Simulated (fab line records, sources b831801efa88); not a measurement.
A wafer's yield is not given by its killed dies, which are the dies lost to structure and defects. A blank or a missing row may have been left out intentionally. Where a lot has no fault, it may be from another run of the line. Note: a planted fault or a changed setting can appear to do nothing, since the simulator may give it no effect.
fab line records	flow gf180mcu
record: lots: 13	wafers: 39	lastDay: 34
route steps=602 shown HV_LDD@211 M1@317 V1@338
lots that met no fault: from a run of the same line without faults
startH: the number of hours between the record's first day and the start of the first shown wafer of the lot	waitH: hours elapsed since this lot's preceding step	" same as the row above	L1.1+2: several wafers, shown together as one row	- no value, or no start was given	* or withheld: withheld	< > ~ a bound
route shown NAME@n: a module of which the file shows steps, and the number in the route of the first	usual: mean/standard deviation of fault-free wafers	same: alike in all rows	chamber/n: place in a boat	sites: readings site by site	_std_site: standard deviation of those values	_edge_site: inner sites' mean taken away from outer sites' mean	radiusMm: how far each site lies from the wafer's centre	mask NAME#n: copy n	behind: the tool/chamber that last shaped the wafer	hold: what put the lot on hold/how long, in hours/how the hold closed	device: the n, p or np transistor that did not switch	end of line: the route-end tests of the same wafers	a step given without rows: its recipe and nothing more	killed: dies that structure and defects cost at the first sort, which is not the same as the wafer's yield	map: dies across one wafer; x = killed, . = not, _ = none there
set.NAME: the setting the step ran with; set.NAME@STEP: the setting that earlier step ran with	model.NAME: the simulator's own value behind a step, which no gauge read
one table for each step of the route and one row for each wafer, over a sample of lots
services: when a tool's chamber went out of use (startH, in hours from the record's first day, below 0 if earlier), for how many hours, and the reason
== steps ==
step: GF_HV_LDD_IMPLANT_35
recipe: species: P	energyKev: 60	doseCm2: 7.5e+12	tiltDeg: 30	rotationDeg: 180
lot.wafer	tool	chamber	startH	waitH
L644.2+3+5	implanter-02	0	256.23	0.1
L645.2+4+6	implanter-02	0	266.60	0.1
L647.2+5+6	implanter-03	0	283.13	0.1
L648.1+2+4	implanter-03	0	290.52	0.1
L650.1+2+4	implanter-02	0	304.52	0.1
L651.1+2+5	implanter-02	0	312.00	0.1
L651.1+2+5	implanter-02	0	312.32	0.3
L652.1+5+6	implanter-03	0	321.30	0.1
L653.2+4+6	implanter-02	0	326.83	0.1
L654.2+4+5	implanter-03	0	341.86	0.1
L654.2+4+5	implanter-03	0	342.17	0.3
L657.1+3+5	implanter-02	0	363.40	0.1
L657.1+3+5	implanter-02	0	363.72	0.3
L663.1+3+6	implanter-02	0	412.75	0.1
L665.1+3+6	implanter-03	0	423.82	0.1
L666.1+4+6	implanter-03	0	431.07	0.1
step: GF_HV_LDD_TW_MEAS_38
usual: HV_LDD_3_TW: 1432/6.8
lot.wafer	tool	chamber	startH	waitH	HV_LDD_3_TW
L644.2	filmMetro-01	-	256.62	0.1	1434
L644.3	"	-	"	"	1437
L644.5	"	-	"	"	1437
L645.2	filmMetro-01	-	266.99	0.1	1433
L645.4	"	-	"	"	1438
L645.6	"	-	"	"	1440
L647.2	filmMetro-02	-	283.52	0.1	1438
L647.5	"	-	"	"	1434
L647.6	"	-	"	"	1437
L648.1	filmMetro-02	-	290.92	0.1	1428
L648.2	"	-	"	"	1439
L648.4	"	-	"	"	1431
L650.1	filmMetro-01	-	304.92	0.1	1437
L650.2	"	-	"	"	1435
L650.4	"	-	"	"	1435
L651.1	filmMetro-04	-	312.72	0.1	1538
L651.2	"	-	"	"	1529
L651.5	"	-	"	"	1542
L652.1	filmMetro-02	-	321.70	0.1	1425
L652.5	"	-	"	"	1427
L652.6	"	-	"	"	1431
L653.2	filmMetro-01	-	327.21	0.1	1442
L653.4	"	-	"	"	1432
L653.6	"	-	"	"	1441
L654.2	filmMetro-04	-	342.56	0.1	1530
L654.4	"	-	"	"	1536
L654.5	"	-	"	"	1524
L657.1	filmMetro-04	-	364.12	0.1	1535
L657.3	"	-	"	"	1532
L657.5	"	-	"	"	1534
L663.1	filmMetro-01	-	413.15	0.1	1433
L663.3	"	-	"	"	1428
L663.6	"	-	"	"	1435
L665.1	filmMetro-04	-	424.22	0.1	1420
L665.3	"	-	"	"	1429
L665.6	"	-	"	"	1428
L666.1	filmMetro-02	-	431.47	0.1	1419
L666.4	"	-	"	"	1419
L666.6	"	-	"	"	1422
step: GF_HV_LDD_RS_MEAS_53
recipe: thkMeasGauge: four-point-probe
usual: HV_LDD_RS: 418.7/0.96
lot.wafer	tool	chamber	startH	waitH	HV_LDD_RS[ohm/sq]
L644.2	filmMetro-02	-	275.88	0.1	419.2
L644.3	"	-	"	"	419.9
L644.5	"	-	"	"	419.5
L645.2	filmMetro-04	-	286.82	0.1	419.4
L645.4	"	-	"	"	418.7
L645.6	"	-	"	"	417.7
L647.2	filmMetro-04	-	303.78	0.1	418.1
L647.5	"	-	"	"	417.9
L647.6	"	-	"	"	417.2
L648.1	filmMetro-04	-	311.91	0.1	418.9
L648.2	"	-	"	"	418.2
L648.4	"	-	"	"	417.8
L650.1	filmMetro-02	-	326.67	0.1	419.5
L650.2	"	-	"	"	420.7
L650.4	"	-	"	"	419.6
L651.1	filmMetro-01	-	333.56	0.1	398.8
L651.2	"	-	"	"	399.5
L651.5	"	-	"	"	400.3
L652.1	filmMetro-02	-	342.99	0.1	419.1
L652.5	"	-	"	"	419.0
L652.6	"	-	"	"	419.0
L653.2	filmMetro-04	-	350.10	0.1	418.0
L653.4	"	-	"	"	417.5
L653.6	"	-	"	"	417.9
L654.2	filmMetro-01	-	364.60	0.1	401.0
L654.4	"	-	"	"	400.4
L654.5	"	-	"	"	400.4
L657.1	filmMetro-02	-	387.48	0.1	400.8
L657.3	"	-	"	"	401.3
L657.5	"	-	"	"	400.1
L663.1	filmMetro-04	-	437.81	0.1	419.7
L663.3	"	-	"	"	418.7
L663.6	"	-	"	"	419.3
L665.1	filmMetro-01	-	449.18	0.1	418.5
L665.3	"	-	"	"	420.0
L665.6	"	-	"	"	418.1
L666.1	filmMetro-04	-	456.68	0.1	417.5
L666.4	"	-	"	"	417.9
L666.6	"	-	"	"	419.8
step: GF_M1_SPUTTER_02
recipe: material: AlCu	targetThkNm: 450	powerW: 10600	timeS: 23.9	chamberPressurePa: 0.4
usual: throttleValvePct: 29.9/1
lot.wafer	tool	chamber	startH	waitH	throttleValvePct
L644.2	pvdSputter-03	-	365.70	0.0	31.0
L644.3	"	-	"	"	29.7
L644.5	"	-	"	"	29.0
L645.2	pvdSputter-02	-	377.37	0.0	32.4
L645.4	"	-	"	"	29.0
L645.6	"	-	"	"	29.0
L647.2	pvdSputter-01	-	399.34	0.0	30.2
L647.5	"	-	"	"	30.3
L647.6	"	-	"	"	29.7
L648.1	pvdSputter-02	-	407.88	0.0	30.2
L648.2	"	-	"	"	28.7
L648.4	"	-	"	"	29.9
L650.1	pvdSputter-01	-	423.76	0.0	30.2
L650.2	"	-	"	"	29.5
L650.4	"	-	"	"	29.9
L651.1	pvdSputter-03	-	430.81	0.0	28.3
L651.2	"	-	"	"	30.9
L651.5	"	-	"	"	31.2
L652.1	pvdSputter-02	-	440.57	0.0	30.1
L652.5	"	-	"	"	30.1
L652.6	"	-	"	"	28.9
L653.2	pvdSputter-03	-	450.14	0.0	28.4
L653.4	"	-	"	"	29.3
L653.6	"	-	"	"	29.1
L654.2	pvdSputter-03	-	465.07	0.0	29.1
L654.4	"	-	"	"	31.0
L654.5	"	-	"	"	31.0
L657.1	pvdSputter-02	-	488.60	0.0	32.4
L657.3	"	-	"	"	28.9
L657.5	"	-	"	"	28.8
L663.1	pvdSputter-03	-	539.04	0.0	28.4
L663.3	"	-	"	"	29.1
L663.6	"	-	"	"	29.6
L665.1	pvdSputter-02	-	549.16	0.0	29.8
L665.3	"	-	"	"	29.0
L665.6	"	-	"	"	30.0
L666.1	pvdSputter-01	-	556.46	0.0	30.3
L666.4	"	-	"	"	30.3
L666.6	"	-	"	"	29.8
step: GF_M1_METAL_ETCH_16
recipe: chemistry: Cl2/BCl3	maskMaterial: KrF	targetDepthNm: 750.8	stopOn: SiO2	pressureMtorr: 8	icpW: 800	biasW: 140	Cl2_flow_sccm: 80	bcl3FlowSccm: 40	timeS: 125.1
usual: drypumpMotorCurrentA: 5.8/0.54	oesProductAu: 0.988/0.0071	throttleValvePct: 28.232/0.011
lot.wafer	tool	chamber	startH	waitH	drypumpMotorCurrentA	oesProductAu	rfHoursCounterH	throttleValvePct
L644.2	rieMetal-03	1	388.18	0.0	5.1	0.988	5	28.230
L644.3	"	1	"	"	5.1	1.001	-	28.220
L644.5	"	0	"	"	5.3	0.978	-	28.246
L645.2	rieMetal-01	0	399.58	0.0	6.1	0.983	10	28.233
L645.4	"	0	"	"	6.1	0.986	-	28.223
L645.6	"	0	"	"	6.1	0.988	-	28.219
L647.2	rieMetal-03	1	423.48	0.0	5.0	0.986	6	28.206
L647.5	"	0	"	"	5.3	0.981	-	28.239
L647.6	"	1	"	"	5.0	0.988	-	28.221
L648.1	rieMetal-03	1	431.71	0.0	5.1	0.982	6	28.238
L648.2	"	0	"	"	5.3	0.987	10	28.212
L648.4	"	1	"	"	5.0	0.990	-	28.229
L650.1	rieMetal-04	1	448.48	0.0	6.5	0.993	9	28.228
L650.2	"	1	"	"	6.5	0.990	-	28.218
L650.4	"	1	"	"	6.5	0.987	-	28.219
L651.1	rieMetal-04	1	455.58	0.0	6.5	0.994	10	28.210
L651.2	"	1	"	"	6.5	0.997	-	28.219
L651.5	"	1	"	"	6.5	0.993	-	28.242
L652.1	rieMetal-04	0	465.28	0.0	5.4	0.975	0	28.239
L652.5	"	0	"	"	5.5	0.989	-	28.238
L652.6	"	1	"	"	6.6	0.998	-	28.217
L653.2	rieMetal-01	1	473.96	0.0	5.4	0.990	12	28.233
L653.4	"	0	"	"	6.1	0.973	-	28.241
L653.6	"	1	"	"	5.4	0.997	-	28.221
L654.2	rieMetal-04	0	488.92	0.0	5.4	0.985	0	28.232
L654.4	"	1	"	"	6.5	0.997	-	28.242
L654.5	"	1	"	"	6.5	0.984	-	28.241
L657.1	rieMetal-01	1	512.62	0.0	5.4	0.994	13	28.208
L657.3	"	0	"	"	6.1	0.980	-	28.252
L657.5	"	0	"	"	6.1	0.972	-	28.248
L663.1	rieMetal-03	1	561.61	0.0	5.0	0.982	9	28.239
L663.3	"	0	"	"	5.3	0.993	-	28.248
L663.6	"	0	"	"	5.3	0.987	-	28.231
L665.1	rieMetal-04	0	572.16	0.0	5.4	0.993	3	28.251
L665.3	"	0	"	"	5.4	0.982	-	28.229
L665.6	"	0	"	"	5.4	0.977	-	28.215
L666.1	rieMetal-04	0	577.96	0.0	5.4	0.992	3	28.241
L666.4	"	1	"	"	6.5	0.992	-	28.225
L666.6	"	1	"	"	6.5	0.998	-	28.222
step: GF_V1_THK_MEAS_03
recipe: reads: SiO2_of_V1_CVD_02
usual: V1_CVD_02_THK: 847/12
lot.wafer	tool	chamber	startH	waitH	V1_CVD_02_THK[nm]
L644.2	filmMetro-03	-	389.09	0.0	856
L644.3	"	-	"	"	845
L644.5	"	-	"	"	864
L645.2	filmMetro-03	-	400.45	0.0	834
L645.4	"	-	"	"	854
L645.6	"	-	"	"	857
L647.2	filmMetro-01	-	424.38	0.0	858
L647.5	"	-	"	"	844
L647.6	"	-	"	"	852
L648.1	filmMetro-03	-	432.58	0.0	837
L648.2	"	-	"	"	851
L648.4	"	-	"	"	857
L650.1	filmMetro-02	-	449.47	0.0	836
L650.2	"	-	"	"	847
L650.4	"	-	"	"	871
L651.1	filmMetro-02	-	456.57	0.0	832
L651.2	"	-	"	"	843
L651.5	"	-	"	"	852
L652.1	filmMetro-02	-	466.14	0.0	850
L652.5	"	-	"	"	862
L652.6	"	-	"	"	843
L653.2	filmMetro-01	-	474.84	0.0	821
L653.4	"	-	"	"	834
L653.6	"	-	"	"	852
L654.2	filmMetro-03	-	489.83	0.0	848
L654.4	"	-	"	"	864
L654.5	"	-	"	"	855
L657.1	filmMetro-01	-	513.49	0.0	833
L657.3	"	-	"	"	837
L657.5	"	-	"	"	841
L663.1	filmMetro-03	-	562.51	0.0	836
L663.3	"	-	"	"	819
L663.6	"	-	"	"	835
L665.1	filmMetro-03	-	573.02	0.0	839
L665.3	"	-	"	"	852
L665.6	"	-	"	"	867
L666.1	filmMetro-02	-	578.82	0.0	834
L666.4	"	-	"	"	852
L666.6	"	-	"	"	848
== services ==
tool	chamber	startH	hours	kind
rieMetal-03	1	233.08	36.3	repair
rieMetal-03	-	241.04	77.1	repair
pvdSputter-03	-	283.53	3.8	repair
implanter-02	-	291.25	5.2	repair
rieMetal-01	0	303.50	42.7	repair
rieMetal-04	-	318.44	0.3	repair
rieMetal-03	1	334.92	6.8	repair
implanter-02	-	382.27	2.5	repair
rieMetal-03	-	390.37	0.9	repair
pvdSputter-01	-	392.43	2.8	repair
pvdSputter-03	-	402.42	23.9	repair
implanter-02	-	413.83	6.5	repair
rieMetal-01	-	421.59	1.4	pm
implanter-02	-	429.87	2.2	repair
implanter-02	-	481.40	5.1	pm
implanter-03	-	484.94	4.6	pm
rieMetal-03	-	489.43	0.4	repair
pvdSputter-03	-	497.74	0.7	repair
pvdSputter-03	-	499.97	1.3	repair
rieMetal-01	1	502.83	6.7	repair
implanter-03	-	525.51	19.8	repair
implanter-03	-	547.51	1.1	repair
pvdSputter-03	-	574.31	8.6	repair
implanter-02	-	576.84	2.1	pm
== key ==
firstSign: step: GF_HV_LDD_IMPLANT_35	reading: visit	direction: added
effect: step: GF_HV_LDD_TW_MEAS_38	reading: HV_LDD_3_TW	direction: up	sigmas: 15	usual: 1432	struck: 1533
effect: step: GF_HV_LDD_RS_MEAS_53	reading: HV_LDD_RS	direction: down	sigmas: 19	usual: 418.7	struck: 400.3
metAt GF_HV_LDD_IMPLANT_35
struckLots L651,L654,L657
testerLeftOut L651,L654,L657
notActingAt GF_M1_SPUTTER_02,GF_M1_METAL_ETCH_16,GF_V1_THK_MEAS_03
fault: kind: repeatedStepWhole	tool: implanter-02,implanter-03,implanter-04	chamber: -	onsetH: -	steps: GF_HV_LDD_IMPLANT_35	times: 1	scope: struckLotsOnly
testerLeftOut: of these lots the tester's yield and bins aren't shown, on N5 and GAA mostly nor the transistor test; their killed dies are dies lost to structure and defects alone, not to doping, threshold or leakage, so they don't give the yield
